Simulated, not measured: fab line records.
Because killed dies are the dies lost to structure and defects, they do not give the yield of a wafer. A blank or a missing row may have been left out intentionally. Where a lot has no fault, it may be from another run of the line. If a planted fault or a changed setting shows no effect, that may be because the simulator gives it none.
Matching of chambers | flow gf180mcu | 3 sister chambers for GF_V5_CVD_02 on pecvd-03
The step deposits SiO2 from TEOS, target thk 1450 nm, time 163.28 s. 3 wafers are shown with their chamber, then 10 later ones without.

WAFERS, EACH WITH ITS CHAMBER
wafer  | chamber | heater_power_w (W)
L085.5 | 0       | 532
L087.3 | 2       | 686
L087.4 | 1       | 726

WAFERS MISSING THEIR CHAMBER
wafer  | heater_power_w (W)
L087.5 | 584
L089.1 | 699
L089.2 | 766
L089.3 | 551
L091.1 | 709
L091.3 | 612
L091.5 | 670
L092.1 | 756
L092.2 | 664
L092.5 | 628

WHICH CHAMBER EACH ONE RAN IN
wafer  | from the rows above          | in truth
L087.5 | can't be placed: 0 or 2      | 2
L089.1 | can't be placed: 2 or 1      | 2
L089.2 | can't be placed: 1 or 2      | 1
L089.3 | 0                            | 0
L091.1 | can't be placed: 1 or 2      | 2
L091.3 | can't be placed: 2 or 0 or 1 | 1
L091.5 | can't be placed: 2 or 1      | 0
L092.1 | can't be placed: 1 or 2      | 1
L092.2 | can't be placed: 2 or 1      | 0
L092.5 | can't be placed: 2 or 0 or 1 | 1
Correctly placed: 1 of 10. Not placeable from these rows: 9 (in 7, the candidates include the true chamber). Number placed wrongly: 0.
How it was worked out, from the rows above alone: a wafer's distance from a chamber is the root of the sum, over the readings, of the square of ((its reading less the chamber's mean) divided by the reading's scatter). The wafer belongs to the nearest chamber; if the next one is less than 2 further off, it can't be placed. A chamber's mean is the mean of its shown wafers. The scatter (one wafer shown for each chamber): square how far every hidden wafer sits from the nearest shown wafer, average those squares and take the square root.
